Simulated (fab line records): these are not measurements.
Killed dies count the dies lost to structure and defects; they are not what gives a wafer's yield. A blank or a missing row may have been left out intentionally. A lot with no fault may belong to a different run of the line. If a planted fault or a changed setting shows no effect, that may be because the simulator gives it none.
Which of the tools did it?    flow gf180mcu    6 lots with 18 wafers sampled at 2 steps, on a route of 602 steps

== WHAT EACH GAUGE READ, for each wafer ==
GF_HV_LDD_CD_MEAS_07 targets a cd of 400 nm.
lot   measured      on         cd_nm (nm)
L279  day 11 11:29  cd_sem-02  - - -
L290  day 14 04:45  cd_sem-01  402.0 402.9 403.1
L291  day 14 17:40  cd_sem-01  402.3 401.8 401.7
L293  day 15 07:50  cd_sem-01  400.4 401.2 399.5
L297  day 16 08:32  cd_sem-01  401.3 399.6 396.8
L299  day 17 02:01  cd_sem-02  398.1 399.9 398.5

== WHAT TOOL EACH LOT RAN ON (gives the tool, then ch and the chambers of the sampled wafers, and finally the start) ==
lot   GF_HV_LDD_EXPOSE_04
L279  iline_stepper-01 ch 0, day 11 02:20
L290  iline_stepper-02 ch 0, day 13 18:27
L291  iline_stepper-01 ch 0, day 14 07:49
L293  iline_stepper-02 ch 0, day 14 22:07
L297  iline_stepper-01 ch 0, day 15 22:05
L299  iline_stepper-01 ch 0, day 16 14:34
- GF_HV_LDD_EXPOSE_04: exposes mask Nplus LV AREA, target cd 400 nm.

== THE ANSWER, worked out from the rows above alone ==
Rule: the lots themselves supply what counts as usual. Put in order of their means at a reading, lots are off if they are a third of the lots or fewer, leave a main group of 4 or more, and stand apart from it by a gap of 3 or more times the standard deviation of the main group's means; of several such gaps the widest counts. The tables above print the reading to a certain number of digits; a main group whose means all agree to those digits is not used. A lot without any number at a reading at which 4 lots or more have one is off too. Any other lot the step has rows for is counted as sound.
Off: L279 (GF_HV_LDD_CD_MEAS_07, cd_nm). Without a number there: L279. The main group: mean 400.6 nm, standard deviation 1.5.
If a tool, at a process step before that reading, ran all the lots that are off and no sound lot after the first of them, it fits. Gauges at GF_HV_LDD_CD_MEAS_07: tried the same way as those tools. Not one of the candidates tried fits.

== WHAT THE SIMULATOR HAD PUT IN ==
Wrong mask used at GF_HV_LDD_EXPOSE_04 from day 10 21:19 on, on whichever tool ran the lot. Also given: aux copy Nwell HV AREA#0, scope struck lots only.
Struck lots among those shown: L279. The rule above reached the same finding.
